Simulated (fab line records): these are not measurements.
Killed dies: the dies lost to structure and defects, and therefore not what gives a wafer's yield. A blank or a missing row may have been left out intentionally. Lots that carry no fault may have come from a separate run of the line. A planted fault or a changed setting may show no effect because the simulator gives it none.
fab line records	flow sky130
record lots=12	wafers=36	last_day=49
route steps=708 shown METAL3@568 METAL4@602 VIA4@656 PAD_OPEN@708
lots untouched by any fault: they come from a run of this same line in which no faults occurred
start_h: the number of hours between the record's first day and the start of the first shown wafer of the lot	wait_h: how many hours have passed since the lot's step before this one	" the same as in the row above	L1.1+2: a row that stands for several wafers	- either no value or no given start	* or withheld: withheld	< > ~ a bound
route shown NAME@n: a module of which the file shows steps, and the number in the route of the first	usual: the fault-free wafers' mean and standard deviation	same: alike in all rows	chamber/n: place in a boat	sites: readings site by site	_std_site: the values' standard deviation	_edge_site: the outer-site mean with the inner-site mean subtracted	radius_mm: for every site, how far away it sits from the centre of the wafer	mask NAME#n: copy n	behind: the last tool/chamber to shape the wafer	hold: cause of the lot's hold/its duration in hours/its outcome	device: the transistor (n, p or np) that didn't switch	end of line: the tests these same wafers got at the end of their route	for a step that has no rows: nothing shown but its recipe	killed: the dies lost at the first sort to structure and to defects; this is not the yield of the wafer	map: dies across one wafer; x = killed, . = not, _ = none there
set.NAME: setting as actually run; set.NAME@STEP: the setting as run at that earlier step	model.NAME: the simulator's own value behind a step, which no gauge read
route steps across a sampled set of lots; one table per step, one row per wafer
services: the hour from which a tool's chamber was out of use, counted from the record's first day as start_h (under 0 if before that day), plus the number of hours and why
## steps
# step SKY_METAL3_METAL_ETCH_18
# recipe target_depth_a=8450	stop_on=SiO2	over_etch_frac=0.3	time_s=183.1	chemistry=Cl2/BCl3	resist_sidewall_deg=88	pressure_mtorr=10	icp_w=900	bias_w=48.5	Cl2_flow_sccm=60	bcl3_flow_sccm=30
# usual drypump_motor_current_A=5.7/0.59	he_backside_leak_sccm=3.30/0.12	mfc_cl2_sccm=59.98/0.17	oes_product_au=0.865/0.0072	throttle_valve_pct=22.265/0.009
lot.wafer	tool	chamber	start_h	wait_h	drypump_motor_current_A	he_backside_leak_sccm	mfc_cl2_sccm	oes_product_au	rf_hours_counter_h	throttle_valve_pct
L711.1	rie_metal-04	1	902.80	0.0	5.9	3.63	59.96	0.874	1	22.259
L711.3	"	1	"	"	5.9	3.42	59.72	0.866	-	22.284
L711.4	"	0	"	"	4.6	3.38	59.99	0.874	-	22.270
L712.2	rie_metal-04	1	904.74	0.0	5.9	3.43	59.76	0.861	2	22.263
L712.3	"	0	"	"	4.7	3.30	60.19	0.862	-	22.269
L712.6	"	1	"	"	5.9	3.48	59.97	0.859	-	22.267
L713.3	rie_metal-02	1	923.12	0.1	5.3	3.43	59.99	0.872	-	22.269
L713.4	"	0	"	"	6.6	3.32	60.31	0.885	-	22.269
L713.6	"	1	"	"	5.3	3.33	59.83	0.876	-	22.260
L715.1	rie_metal-04	0	944.94	0.0	4.7	3.49	59.76	0.864	15	22.264
L715.2	"	1	"	"	5.9	3.38	60.09	0.872	3	22.272
L715.4	"	1	"	"	5.9	3.49	59.62	0.865	-	22.255
L720.3	rie_metal-04	0	977.35	0.1	4.7	3.29	59.84	0.875	-	22.256
L720.4	"	1	"	"	5.8	3.53	60.11	0.856	-	22.251
L720.5	"	0	"	"	4.7	3.23	60.20	0.867	-	22.275
L719.2	rie_metal-03	0	977.94	0.0	5.6	3.24	60.13	0.865	10	22.269
L719.4	"	1	"	"	6.0	3.24	59.96	0.860	-	22.269
L719.5	"	0	"	"	5.6	3.35	60.03	0.853	-	22.265
L722.1	rie_metal-03	1	988.49	0.0	6.0	3.07	59.99	0.864	13	22.259
L722.2	"	0	"	"	5.6	3.17	59.84	0.863	11	22.271
L722.6	"	0	"	"	5.6	3.10	59.96	0.867	-	22.261
L724.1	rie_metal-02	1	997.98	0.0	5.3	3.35	60.09	0.872	17	22.269
L724.3	"	0	"	"	6.6	3.21	60.12	0.872	-	22.259
L724.6	"	0	"	"	6.6	3.30	60.14	0.866	-	22.271
L725.3	rie_metal-03	0	1002.70	0.1	5.6	3.30	59.98	0.863	-	22.270
L725.4	"	1	"	"	5.9	3.09	59.71	0.855	-	22.266
L725.6	"	0	"	"	5.6	3.24	60.23	0.872	-	22.269
L729.2	rie_metal-02	1	1029.09	0.0	5.3	3.39	59.79	0.862	19	22.272
L729.3	"	0	"	"	6.6	3.27	59.82	0.879	-	22.273
L729.5	"	1	"	"	5.3	3.26	59.75	0.871	-	22.257
L731.2	rie_metal-02	1	1039.69	0.0	5.3	3.47	59.84	0.868	19	22.262
L731.3	"	1	"	"	5.3	3.35	59.94	0.867	-	22.272
L731.6	"	1	"	"	5.3	3.44	60.05	0.867	-	22.261
L732.2	rie_metal-04	0	1040.94	0.0	4.7	3.45	59.82	0.872	20	22.266
L732.4	"	1	"	"	5.8	3.41	59.93	0.869	-	22.265
L732.5	"	1	"	"	5.9	3.57	59.95	0.881	-	22.275
# step SKY_METAL4_SPUTTER_04
# recipe material=TiN	target_thk_nm=70	power_w=6500	time_s=58.3	chamber_pressure_pa=0.4
# usual throttle_valve_pct=30.1/1.4
lot.wafer	tool	chamber	start_h	wait_h	throttle_valve_pct
L711.1	pvd_sputter-04	-	930.69	0.0	31.7
L711.3	"	-	"	"	30.2
L711.4	"	-	"	"	30.3
L712.2	pvd_sputter-01	-	932.80	0.0	28.7
L712.3	"	-	"	"	29.4
L712.6	"	-	"	"	27.7
L713.3	pvd_sputter-04	-	950.46	0.0	30.0
L713.4	"	-	"	"	30.0
L713.6	"	-	"	"	30.3
L715.1	pvd_sputter-03	-	972.40	0.0	31.5
L715.2	"	-	"	"	28.1
L715.4	"	-	"	"	30.4
L720.3	pvd_sputter-01	-	1004.00	0.0	32.1
L720.4	"	-	"	"	27.6
L720.5	"	-	"	"	27.7
L719.2	pvd_sputter-04	-	1004.33	0.0	29.9
L719.4	"	-	"	"	30.4
L719.5	"	-	"	"	31.9
L722.1	pvd_sputter-03	-	1014.87	0.0	30.8
L722.2	"	-	"	"	31.0
L722.6	"	-	"	"	31.1
L724.1	pvd_sputter-04	-	1023.84	0.0	30.4
L724.3	"	-	"	"	30.0
L724.6	"	-	"	"	30.4
L725.3	pvd_sputter-03	-	1028.76	0.0	31.5
L725.4	"	-	"	"	30.5
L725.6	"	-	"	"	30.7
L729.2	pvd_sputter-01	-	1054.60	0.0	32.0
L729.3	"	-	"	"	29.1
L729.5	"	-	"	"	32.1
L731.2	pvd_sputter-01	-	1064.84	0.0	32.2
L731.3	"	-	"	"	29.6
L731.6	"	-	"	"	32.1
L732.2	pvd_sputter-01	-	1066.54	0.0	29.4
L732.4	"	-	"	"	32.3
L732.5	"	-	"	"	27.8
# step SKY_METAL4_ETCH_17
# recipe target=SiO2	stop_on=TiN	chemistry=C4F8/O2/Ar	source_w=1500	bias_w=1200	pressure_mtorr=40	c4f8_flow_sccm=withheld	O2_flow_sccm=6	Ar_flow_sccm=300	time_s=3.9	target_depth_a=150
# usual oes_product_au=0.753/0.0085
lot.wafer	tool	chamber	start_h	wait_h	oes_product_au	rf_hours_counter_h
L711.1	rie_diel-03	1	980.17	0.1	0.739	18
L711.3	"	0	"	"	0.744	13
L711.4	"	2	"	"	0.750	15
L712.2	rie_diel-01	1	981.82	0.1	0.746	6
L712.3	"	2	"	"	0.732	16
L712.6	"	3	"	"	0.748	-
L713.3	rie_diel-04	3	998.64	0.1	0.750	-
L713.4	"	3	"	"	0.752	-
L713.6	"	3	"	"	0.747	-
L715.1	rie_diel-03	2	1019.32	0.1	0.756	17
L715.2	"	3	"	"	0.749	21
L715.4	"	0	"	"	0.760	14
L720.3	rie_diel-03	1	1050.17	0.0	0.744	21
L720.4	"	3	"	"	0.745	22
L720.5	"	0	"	"	0.748	-
L719.2	rie_diel-01	2	1050.42	0.1	0.750	18
L719.4	"	0	"	"	0.771	9
L719.5	"	0	"	"	0.761	-
L722.1	rie_diel-01	1	1060.32	0.1	0.747	8
L722.2	"	2	"	"	0.736	19
L722.6	"	2	"	"	0.750	-
L724.1	rie_diel-03	1	1068.77	0.1	0.762	21
L724.3	"	0	"	"	0.768	16
L724.6	"	0	"	"	0.757	-
L725.3	rie_diel-04	2	1073.92	0.0	0.770	19
L725.4	"	3	"	"	0.759	11
L725.6	"	0	"	"	0.767	-
L729.2	rie_diel-03	2	1097.19	0.1	0.761	19
L729.3	"	3	"	"	0.763	24
L729.5	"	2	"	"	0.763	-
L731.2	rie_diel-04	2	1106.52	0.1	0.750	20
L731.3	"	0	"	"	0.760	23
L731.6	"	2	"	"	0.745	-
L732.2	rie_diel-04	3	1108.62	0.1	0.741	12
L732.4	"	0	"	"	0.746	23
L732.5	"	1	"	"	0.751	-
# step SKY_VIA4_SPUTTER_17
# recipe material=TiN	target_thk_nm=20	chamber_pressure_pa=5	power_w=4000	time_s=80
# usual throttle_valve_pct=30.1/1.4
lot.wafer	tool	chamber	start_h	wait_h	throttle_valve_pct
L711.1	pvd_sputter-01	-	1005.08	0.0	32.2
L711.3	"	-	"	"	27.8
L711.4	"	-	"	"	28.7
L712.2	pvd_sputter-01	-	1007.21	0.0	29.2
L712.3	"	-	"	"	27.5
L712.6	"	-	"	"	28.7
L713.3	pvd_sputter-01	-	1023.86	0.0	32.1
L713.4	"	-	"	"	29.3
L713.6	"	-	"	"	28.6
L715.1	pvd_sputter-01	-	1043.39	0.0	27.8
L715.2	"	-	"	"	32.0
L715.4	"	-	"	"	28.7
L720.3	pvd_sputter-01	-	1073.24	0.0	28.8
L720.4	"	-	"	"	32.4
L720.5	"	-	"	"	27.4
L719.2	pvd_sputter-04	-	1073.68	0.0	31.6
L719.4	"	-	"	"	30.1
L719.5	"	-	"	"	30.2
L722.1	pvd_sputter-01	-	1082.99	0.0	28.6
L722.2	"	-	"	"	29.2
L722.6	"	-	"	"	32.4
L724.1	pvd_sputter-02	-	1091.44	0.0	30.5
L724.3	"	-	"	"	30.6
L724.6	"	-	"	"	30.3
L725.3	pvd_sputter-04	-	1096.69	0.0	31.7
L725.4	"	-	"	"	30.4
L725.6	"	-	"	"	30.3
L729.2	pvd_sputter-02	-	1119.23	0.0	30.8
L729.3	"	-	"	"	31.8
L729.5	"	-	"	"	31.7
L731.2	pvd_sputter-04	-	1128.29	0.0	30.3
L731.3	"	-	"	"	30.3
L731.6	"	-	"	"	30.1
L732.2	pvd_sputter-04	-	1130.34	0.0	30.0
L732.4	"	-	"	"	31.9
L732.5	"	-	"	"	30.4
# step SKY_PAD_OPEN_PROBE_99
# usual defect_limited_yield=82.5/1.8	killed_at_M0_to_M3=44/6.6	killed_at_M4_up=2.9/1.8	killed_at_contacts=24/4.8	killed_at_front_end=15/4.5	killed_at_other=0.3/0.64	killed_dies=86/8.7	killed_on_rim=17/3.8	killed_open=47/6.5	killed_short=39/5.8	sort_bin_3_pad_short=0.9/0.4	sort_bin_5_function=10.3/1.4	sort_bin_6_memory=6.2/1.1	sort_n_pass=406/8.7	sort_yield_pct=82.5/1.8
# same gross_dies=492	killed_at_back_side=0	sort_bin_4_leakage[%]=0	sort_bin_8_speed[%]=0
lot.wafer	tool	chamber	start_h	wait_h	defect_limited_yield[%]	killed_at_M0_to_M3	killed_at_M4_up	killed_at_contacts	killed_at_front_end	killed_at_other	killed_dies	killed_on_rim	killed_open	killed_short	sort_bin_3_pad_short[%]	sort_bin_5_function[%]	sort_bin_6_memory[%]	sort_n_pass	sort_yield_pct[%]
L715.1	prober-02	-	1108.91	0.1	86.2	34	5	18	11	0	68	14	40	28	0	7.3	6.5	424	86.2
L715.2	prober-02	-	1108.96	0.1	84.1	34	1	25	18	0	78	14	45	33	1.2	7.7	6.9	414	84.1
L715.4	prober-02	-	1109.06	0.2	82.9	42	1	24	17	0	84	18	55	29	0.8	10.6	5.7	408	82.9
L720.3	prober-02	-	1138.54	0.2	80.9	47	4	27	16	0	94	19	39	55	1.2	11.8	6.1	398	80.9
L720.5	prober-02	-	1138.64	0.2	83.5	38	2	22	17	2	81	11	51	30	0.6	10.2	5.7	411	83.5
L722.1	prober-01	-	1145.64	0.1	81.7	52	3	22	13	0	90	14	47	43	1.2	10.0	7.1	402	81.7
L722.2	prober-01	-	1145.69	0.1	77.8	74	5	21	9	0	109	27	40	35	3.5	11.2	7.5	383	77.8
L722.6	prober-01	-	1145.89	0.2	75.6	78	2	26	13	1	120	28	42	44	2.8	13.2	8.3	372	75.6
L724.1	prober-01	-	1152.90	0.1	82.9	49	2	19	14	0	84	17	47	37	1.0	8.5	7.5	408	82.9
L724.3	prober-01	-	1153.00	0.2	81.9	50	2	22	13	2	89	19	51	38	1.4	9.3	7.3	403	81.9
L724.6	prober-01	-	1153.15	0.2	82.5	49	2	20	15	0	86	16	39	47	1.0	12.2	4.3	406	82.5
L725.3	prober-02	-	1159.67	0.2	79.1	64	0	26	13	0	103	24	38	33	3.7	11.2	6.1	389	79.1
L725.4	prober-02	-	1159.72	0.2	83.1	44	2	23	13	1	83	17	48	35	1.0	9.6	6.3	409	83.1
L725.6	prober-02	-	1159.82	0.2	75.0	82	4	26	11	0	123	26	48	40	3.3	15.2	6.5	369	75.0
L732.2	prober-01	-	1186.81	0.1	83.3	40	3	17	21	1	82	14	45	37	0.6	9.3	6.7	410	83.3
L732.4	prober-01	-	1186.91	0.2	83.3	49	5	18	9	1	82	12	46	36	1.4	9.6	5.7	410	83.3
L732.5	prober-01	-	1186.96	0.2	80.9	42	5	24	22	1	94	18	45	47	2.0	10.6	6.5	398	80.9
# killed by level:class
L715.1 VIA2:geometric_particle:open=7 CONTACT:geometric_particle:open=6 VIA3:geometric_particle:open=6 FIELD_ISO:geometric_particle:open=4 LI_CONTACT:geometric_particle:open=4 LOCAL_INTERCONNECT:geometric_particle:short=4 VIA2:geometric_particle:short=4 METAL4:geometric_particle:short=4
L715.2 CONTACT:geometric_particle:open=11 VIA1:geometric_particle:open=9 LI_CONTACT:geometric_particle:open=6 POLY_GATE:geometric_particle:short=6 METAL2:geometric_particle:short=6 VIA2:geometric_particle:open=5 LOCAL_INTERCONNECT:geometric_particle:short=4 FIELD_ISO:geometric_particle:open=3
L715.4 VIA1:geometric_particle:open=13 CONTACT:geometric_particle:open=11 FIELD_ISO:geometric_particle:open=6 METAL1:geometric_particle:short=5 POLY_GATE:geometric_particle:short=4 LI_CONTACT:geometric_particle:open=4 VIA2:geometric_particle:open=4 CONTACT:geometric_particle:short=4
L720.3 CONTACT:geometric_particle:open=9 VIA1:geometric_particle:open=9 VIA1:geometric_particle:short=8 FIELD_ISO:geometric_particle:open=7 VIA2:geometric_particle:short=7 POLY_GATE:geometric_particle:short=6 METAL2:geometric_particle:short=6 LI_CONTACT:geometric_particle:open=5
L720.5 CONTACT:geometric_particle:open=12 VIA1:geometric_particle:open=11 FIELD_ISO:geometric_particle:open=7 POLY_GATE:geometric_particle:open=5 CONTACT:geometric_particle:short=4 VIA1:geometric_particle:short=4 VIA2:geometric_particle:open=4 METAL3:geometric_particle:short=3
L722.1 VIA1:geometric_particle:open=10 VIA3:geometric_particle:open=10 VIA2:geometric_particle:open=9 CONTACT:geometric_particle:open=7 METAL2:geometric_particle:short=7 FIELD_ISO:geometric_particle:short=6 CONTACT:geometric_particle:short=6 METAL1:geometric_particle:short=5
L722.2 METAL3:unspecified=33 VIA1:geometric_particle:open=9 CONTACT:geometric_particle:open=8 METAL1:geometric_particle:short=7 VIA3:geometric_particle:open=5 LI_CONTACT:geometric_particle:short=4 LOCAL_INTERCONNECT:geometric_particle:short=4 VIA1:geometric_particle:short=4
L722.6 METAL3:unspecified=34 VIA1:geometric_particle:open=12 CONTACT:geometric_particle:short=7 CONTACT:geometric_particle:open=7 METAL1:geometric_particle:short=7 METAL2:geometric_particle:short=6 LOCAL_INTERCONNECT:geometric_particle:short=6 LI_CONTACT:geometric_particle:open=5
L724.1 VIA1:geometric_particle:open=15 LI_CONTACT:geometric_particle:open=7 VIA1:geometric_particle:short=6 VIA3:geometric_particle:open=6 VIA3:geometric_particle:short=6 POLY_GATE:geometric_particle:short=5 CONTACT:geometric_particle:open=5 METAL2:geometric_particle:short=5
L724.3 VIA1:geometric_particle:open=9 METAL1:geometric_particle:open=8 CONTACT:geometric_particle:open=7 LI_CONTACT:geometric_particle:open=6 METAL2:geometric_particle:short=6 VIA3:geometric_particle:open=6 VIA2:geometric_particle:open=5 VIA2:geometric_particle:short=5
L724.6 METAL1:geometric_particle:short=9 VIA3:geometric_particle:open=8 CONTACT:geometric_particle:open=8 VIA1:geometric_particle:open=8 METAL2:geometric_particle:short=7 VIA1:geometric_particle:short=6 LI_CONTACT:geometric_particle:open=5 POLY_GATE:geometric_particle:short=5
L725.3 METAL3:unspecified=32 LI_CONTACT:geometric_particle:open=7 CONTACT:geometric_particle:open=7 VIA2:geometric_particle:open=6 METAL1:geometric_particle:short=5 FIELD_ISO:geometric_particle:open=4 LI_CONTACT:geometric_particle:short=4 VIA1:geometric_particle:open=4
L725.4 VIA1:geometric_particle:open=15 CONTACT:geometric_particle:open=10 LI_CONTACT:geometric_particle:short=7 METAL2:geometric_particle:short=7 VIA1:geometric_particle:short=4 METAL2:geometric_particle:open=4 VIA2:geometric_particle:open=4 FIELD_ISO:geometric_particle:open=3
L725.6 METAL3:unspecified=35 VIA1:geometric_particle:open=13 LI_CONTACT:geometric_particle:open=9 VIA3:geometric_particle:open=8 CONTACT:geometric_particle:open=6 VIA1:geometric_particle:short=6 POLY_GATE:geometric_particle:short=5 LOCAL_INTERCONNECT:geometric_particle:short=4
L732.2 CONTACT:geometric_particle:open=9 VIA3:geometric_particle:open=7 FIELD_ISO:geometric_particle:short=6 FIELD_ISO:geometric_particle:open=5 VIA1:geometric_particle:open=5 LI_CONTACT:geometric_particle:open=5 VIA2:geometric_particle:open=5 METAL1:geometric_particle:short=5
L732.4 VIA1:geometric_particle:open=12 VIA2:geometric_particle:open=12 LI_CONTACT:geometric_particle:open=6 METAL1:geometric_particle:short=6 VIA3:geometric_particle:open=6 CONTACT:geometric_particle:open=5 LOCAL_INTERCONNECT:geometric_particle:short=4 METAL2:geometric_particle:short=4
L732.5 CONTACT:geometric_particle:open=10 POLY_GATE:geometric_particle:short=8 LI_CONTACT:geometric_particle:open=7 VIA2:geometric_particle:open=7 METAL2:geometric_particle:short=7 METAL1:geometric_particle:short=6 POLY_GATE:geometric_particle:open=5 CONTACT:geometric_particle:short=5
## services
tool	chamber	start_h	hours	kind
pvd_sputter-03	-	885.09	1.0	repair
rie_diel-04	1	890.95	10.7	repair
rie_diel-01	2	902.19	1.2	repair
pvd_sputter-01	-	910.54	0.6	repair
rie_diel-01	3	914.63	6.6	repair
pvd_sputter-03	-	917.18	5.9	repair
rie_diel-04	3	924.06	1.8	repair
rie_diel-01	0	937.19	11.0	repair
pvd_sputter-03	-	950.78	5.2	repair
rie_diel-04	-	969.17	14.6	pm
rie_diel-04	1	995.31	19.5	repair
rie_diel-04	2	995.54	33.2	repair
rie_diel-04	0	997.77	1.8	repair
rie_diel-01	2	1007.16	2.5	repair
rie_diel-01	2	1010.12	1.7	repair
rie_diel-03	-	1014.83	0.9	repair
rie_diel-03	2	1025.56	5.7	repair
rie_metal-03	-	1026.89	2.8	pm
rie_diel-04	3	1027.92	6.6	repair
rie_diel-01	-	1081.69	0.7	repair
rie_diel-03	0	1093.18	6.0	repair
pvd_sputter-03	-	1113.61	2.2	repair
rie_metal-04	-	1117.98	1.4	pm
rie_diel-03	0	1121.86	8.2	repair
## key
first_sign step=SKY_PAD_OPEN_PROBE_99	reading=sort_bin_3_pad_short	direction=up	sigmas=6.1	usual=0.9	struck=3.3
effect step=SKY_PAD_OPEN_PROBE_99	reading=killed_at_M0_to_M3	direction=up	sigmas=4.7	usual=44	struck=74
met_at SKY_METAL3_METAL_ETCH_18
struck_lots L722,L725
struck_wafers L722.2,L722.6,L725.3,L725.6
not_acting_at SKY_METAL4_SPUTTER_04,SKY_METAL4_ETCH_17,SKY_VIA4_SPUTTER_17
onset_between 977.94 988.49
fault kind=chamber_particle_source	tool=rie_metal-03	chamber=0	onset_h=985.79	steps=SKY_METAL3_METAL_ETCH_18	rate_per_visit_cm2=1.7854	end_h=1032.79
